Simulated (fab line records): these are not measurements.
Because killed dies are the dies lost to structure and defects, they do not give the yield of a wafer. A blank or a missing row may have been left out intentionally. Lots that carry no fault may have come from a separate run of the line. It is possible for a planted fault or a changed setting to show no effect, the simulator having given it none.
Which of the tools did it? :: flow gf180mcu :: route of 602 steps, sampled at 1 step: 6 lots, 18 wafers

== WHAT THE GAUGES READ, wafer by wafer ==
GF_V3_BOW_MEAS_05.
lot: L756
measured: day 21 17:54
on: film-metro-03
V3_BOW (um): 128 129 135

lot: L758
measured: day 22 07:10
on: film-metro-04
V3_BOW (um): 142 142 134

lot: L763
measured: day 24 03:34
on: film-metro-04
V3_BOW (um): 131 118 118

lot: L772
measured: day 27 14:47
on: film-metro-01
V3_BOW (um): 106 112 117

lot: L774
measured: day 28 05:15
on: film-metro-04
V3_BOW (um): 131 122 135

lot: L777
measured: day 28 18:26
on: film-metro-03
V3_BOW (um): 121 115 110

== EACH LOT AND THE TOOL THAT RAN IT (in order: tool; ch and the chambers of the sampled wafers; start) ==
The record shows no process step preceding these readings.

== THE ANSWER, worked out from the rows above alone ==
Rule: what is usual is taken from the lots themselves. Put in order of their means at a reading, lots are off if they are a third of the lots or fewer, leave a main group of 4 or more, and stand apart from it by a gap of 3 or more times the standard deviation of the main group's means; of several such gaps the widest counts. If all means in a main group match to the digits the tables above print for the reading, that group is not used. A lot without any number at a reading at which 4 lots or more have one is off too. Any other lot the step has rows for is counted as sound.
Nothing can be told from this: no lot is off at any reading shown.

== WHAT THE SIMULATOR PUT IN ==
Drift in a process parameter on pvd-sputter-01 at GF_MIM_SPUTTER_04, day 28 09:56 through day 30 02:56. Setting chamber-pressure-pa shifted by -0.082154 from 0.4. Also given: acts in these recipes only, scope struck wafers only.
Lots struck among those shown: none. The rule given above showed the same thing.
